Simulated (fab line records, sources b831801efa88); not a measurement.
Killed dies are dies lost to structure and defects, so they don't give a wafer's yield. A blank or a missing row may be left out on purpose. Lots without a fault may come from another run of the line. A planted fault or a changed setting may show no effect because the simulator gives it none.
fab line records | flow gf180mcu | part 2 of 2: steps 28 to 36 of 36
record lots=5 wafers=15 last_day=32
route steps=602 shown NSD@262 PSD@263 SAB@264 SALICIDE@278 CONTACT@287
lots that met no fault: from a run of the same line without faults
start_h: hours from the record's first day to the start of the lot's first wafer shown | wait_h: hours since the lot's step before | " the same as in the row above | L1.1+2: a row that stands for several wafers | - no value, or no start given | * or withheld: withheld | < > ~ a bound
route shown NAME@n: a module of which the file shows steps, and the number in the route of the first | usual: mean/standard deviation of fault-free wafers | same: alike in all rows | chamber/n: place in a boat | sites: the reading at each site | _std_site: their standard deviation | _edge_site: outer sites' mean less inner sites' | radius_mm: how far each site lies from the wafer's centre | mask NAME#n: copy n | behind: the tool/chamber that last shaped the wafer | hold: why the lot was held/for how many hours/how that ended | device: the transistor (n, p or np) that didn't switch | end of line: the same wafers' tests at the end of the route | a step without rows: its recipe alone | killed: dies lost to structure and defects at the first sort, not the wafer's yield | map: a wafer's dies, x killed, . not, _ none there
set.NAME: the setting as run; set.NAME@STEP: as run at that earlier step | model.NAME: the simulator's own value behind a step, which no gauge read
lots at some steps of the route; a table a step, a row a wafer
services: from which hour (start_h, from the record's first day; less than 0 if before it) a tool's chamber was out of use, for how many hours, and why
## steps
# step GF_CONTACT_CVD_02
# recipe material=SiO2 target_thk_nm=860 precursor=TEOS temp_c=400 time_s=95.992 rf_w=600
# usual heater_power_outer_w=406/93 heater_power_w=685/140 rf_fwd_power_W=596.1/2
# columns lot.wafer tool chamber start_h wait_h heater_power_outer_w heater_power_w rf_fwd_power_W
L074.3 pecvd-01 1 338.43 0.0 532 906 597.2
L074.5 " 2 " " 331 595 596.0
L074.6 " 0 " " 488 758 593.9
L076.1 pecvd-01 2 356.25 0.1 273 490 596.1
L076.3 " 0 " " 512 786 592.1
L076.6 " 0 " " 402 632 596.1
L083.2 pecvd-04 1 420.90 0.0 481 799 596.3
L083.5 " 1 " " 376 665 592.9
L083.6 " 0 " " 240 501 599.0
L086.3 pecvd-02 1 453.98 0.0 413 693 591.9
L086.4 " 1 " " 440 738 597.4
L086.6 " 2 " " 242 468 596.2
L089.1 pecvd-02 0 472.09 0.1 408 605 597.1
L089.2 " 2 " " 290 531 594.0
L089.5 " 2 " " 325 562 596.5
# step GF_CONTACT_THK_MEAS_03
# recipe reads=SiO2_of_CONTACT_CVD_02
# usual CONTACT_CVD_02_THK=857/10
# columns lot.wafer tool chamber start_h wait_h CONTACT_CVD_02_THK[nm]
L074.3 film_metro-01 - 338.52 0.1 859
L074.5 " - " " 853
L074.6 " - " " 863
L076.1 film_metro-03 - 356.32 0.0 848
L076.3 " - " " 854
L076.6 " - " " 872
L083.2 film_metro-04 - 420.98 0.0 848
L083.5 " - " " 853
L083.6 " - " " 858
L086.3 film_metro-03 - 454.07 0.1 854
L086.4 " - " " 862
L086.6 " - " " 866
L089.1 film_metro-04 - 472.16 0.0 861
L089.2 " - " " 862
L089.5 " - " " 882
# step GF_CONTACT_CMP_04
# recipe material=SiO2 down_force_psi=4 platen_rpm=60 pad_velocity_m_s=0.94248
# usual motor_current_A=11.9/1.2 slurry_filter_dp_kPa=13.50/0.14 slurry_flow_ml_min=150.1/0.45 time_to_endpoint_s=106/5.2
# columns lot.wafer tool chamber start_h wait_h motor_current_A slurry_filter_dp_kPa slurry_flow_ml_min time_to_endpoint_s
L074.3 cmp-02 1 338.72 0.2 10.5 13.50 150.2 101
L074.6 " 3 " " 13.3 13.32 150.1 106
L074.5 " 0 " " 12.7 13.40 150.1 99
L076.3 cmp-02 3 356.38 0.0 12.8 13.28 149.9 103
L076.1 " 0 " " 13.1 13.42 150.5 99
L076.6 " 0 " " 13.3 13.42 149.8 112
L083.2 cmp-02 2 421.18 0.2 12.2 13.44 149.9 100
L083.6 " 3 " " 12.8 13.66 149.8 107
L083.5 " 0 " " 13.1 13.54 149.7 102
L086.4 cmp-02 3 454.21 0.1 11.7 13.51 150.4 107
L086.3 " 0 " " 12.7 13.74 149.3 101
L086.6 " 1 " " 10.4 13.70 150.4 107
L089.1 cmp-02 1 472.47 0.3 9.8 13.47 149.5 105
L089.2 " 3 " " 12.2 13.49 150.0 110
L089.5 " 0 " " 13.3 13.57 149.6 113
# step GF_CONTACT_BOW_MEAS_05
# recipe mode=bow
# usual CONTACT_BOW=65/6.5
# columns lot.wafer tool chamber start_h wait_h CONTACT_BOW[um]
L074.3 film_metro-03 - 338.96 0.2 70
L074.5 " - " " 59
L074.6 " - " " 73
L076.1 film_metro-03 - 356.68 0.2 71
L076.3 " - " " 69
L076.6 " - " " 58
L083.2 film_metro-04 - 421.35 0.1 75
L083.5 " - " " 62
L083.6 " - " " 64
L086.3 film_metro-04 - 454.45 0.1 69
L086.4 " - " " 66
L086.6 " - " " 63
L089.1 film_metro-01 - 472.72 0.2 68
L089.2 " - " " 72
L089.5 " - " " 72
# step GF_CONTACT_DEHYDRATE_06
# recipe temp_c=200 time_s=60
# usual chill_plate_temp_C=23.03/0.11
# columns lot.wafer tool chamber start_h wait_h chill_plate_temp_C
L074.3 litho_track-04 0 349.27 10.3 22.96
L074.5 " 0 " " 23.22
L074.6 " 0 " " 23.06
L076.1 litho_track-01 0 366.94 10.2 23.09
L076.3 " 0 " " 22.84
L076.6 " 0 " " 23.03
L083.2 litho_track-01 0 432.42 11.0 22.97
L083.5 " 0 " " 23.03
L083.6 " 0 " " 23.15
L086.3 litho_track-04 0 465.97 11.5 23.00
L086.4 " 0 " " 23.12
L086.6 " 0 " " 23.27
L089.1 litho_track-04 0 483.92 11.2 23.01
L089.2 " 0 " " 23.01
L089.5 " 0 " " 22.89
# step GF_CONTACT_HMDS_07
# recipe prime_time_s=60 prime_temp_c=120
# usual chill_plate_temp_C=23.00/0.11
# columns lot.wafer tool chamber start_h wait_h chill_plate_temp_C
L074.3 litho_track-04 0 349.42 0.1 23.00
L074.5 " 0 " " 23.00
L074.6 " 0 " " 23.08
L076.1 litho_track-01 0 367.09 0.1 23.15
L076.3 " 0 " " 23.03
L076.6 " 0 " " 23.18
L083.2 litho_track-01 0 432.57 0.1 23.18
L083.5 " 0 " " 22.90
L083.6 " 0 " " 23.11
L086.3 litho_track-04 0 466.12 0.1 23.06
L086.4 " 0 " " 23.12
L086.6 " 0 " " 23.20
L089.1 litho_track-04 0 484.07 0.1 22.93
L089.2 " 0 " " 22.82
L089.5 " 0 " " 22.88
# step GF_CONTACT_COAT_08
# recipe resist=BARC temp_c=withheld time_s=withheld spin_rpm=withheld resist_thk_nm=withheld
# usual chill_plate_temp_C=*
# columns lot.wafer tool chamber start_h wait_h chill_plate_temp_C
L074.3 litho_track-04 0 349.57 0.1 *
L074.5 " 0 " " *
L074.6 " 0 " " *
L076.1 litho_track-01 0 367.24 0.1 *
L076.3 " 0 " " *
L076.6 " 0 " " *
L083.2 litho_track-01 0 432.72 0.1 *
L083.5 " 0 " " *
L083.6 " 0 " " *
L086.3 litho_track-04 0 466.27 0.1 *
L086.4 " 0 " " *
L086.6 " 0 " " *
L089.1 litho_track-04 0 484.22 0.1 *
L089.2 " 0 " " *
L089.5 " 0 " " *
# step GF_CONTACT_COAT_09
# recipe resist=KrF spin_rpm=withheld resist_thk_nm=1000
# usual chill_plate_temp_C=23.01/0.096
# columns lot.wafer tool chamber start_h wait_h chill_plate_temp_C
L074.3 litho_track-04 0 - - 22.99
L074.5 " 0 " " 22.87
L074.6 " 0 " " 22.91
L076.1 litho_track-01 0 - - 23.09
L076.3 " 0 " " 23.11
L076.6 " 0 " " 23.03
L083.2 litho_track-01 0 - - 23.05
L083.5 " 0 " " 23.08
L083.6 " 0 " " 23.12
L086.3 litho_track-04 0 - - 22.97
L086.4 " 0 " " 22.97
L086.6 " 0 " " 22.96
L089.1 litho_track-04 0 - - 23.01
L089.2 " 0 " " 23.19
L089.5 " 0 " " 23.17
# step GF_CONTACT_SOFTBAKE_10
# recipe temp_c=130 time_s=60 resist=KrF
# usual chill_plate_temp_C=23.01/0.11
# columns lot.wafer tool chamber start_h wait_h chill_plate_temp_C
L074.3 litho_track-04 0 - - 22.94
L074.5 " 0 " " 22.91
L074.6 " 0 " " 22.86
L076.1 litho_track-01 0 - - 23.01
L076.3 " 0 " " 23.14
L076.6 " 0 " " 22.96
L083.2 litho_track-01 0 - - 23.12
L083.5 " 0 " " 22.99
L083.6 " 0 " " 23.21
L086.3 litho_track-04 0 - - 22.97
L086.4 " 0 " " 22.85
L086.6 " 0 " " 23.09
L089.1 litho_track-04 0 - - 22.93
L089.2 " 0 " " 23.13
L089.5 " 0 " " 22.93
## services
# columns tool chamber start_h hours kind
rie_diel-03 1 293.92 1.3 repair
iline_stepper-02 - 309.18 1.7 pm
wet_bench-04 - 311.12 4.7 repair
cmp-02 - 317.59 5.7 repair
hdpcvd-01 2 325.85 7.0 repair
cmp-02 - 332.21 1.1 repair
wet_bench-04 - 333.89 44.4 pm
pecvd-04 0 338.98 11.5 repair
hdpcvd-02 - 363.82 4.3 pm
iline_stepper-02 - 369.93 2.1 pm
hdpcvd-01 - 379.64 0.5 repair
iline_stepper-02 - 380.24 4.4 pm
rie_diel-02 3 380.46 1.6 repair
pecvd-02 - 384.66 0.9 repair
hdpcvd-02 2 394.56 7.8 repair
cmp-02 - 404.20 4.0 pm
pecvd-01 2 406.63 6.7 repair
pecvd-04 - 411.68 6.0 pm
wet_bench-04 - 419.19 5.3 repair
iline_stepper-01 - 419.39 1.7 pm
pecvd-01 2 431.53 2.1 repair
wet_bench-02 - 442.13 0.7 repair
pecvd-01 - 447.15 0.5 repair
iline_stepper-01 - 463.08 4.4 pm
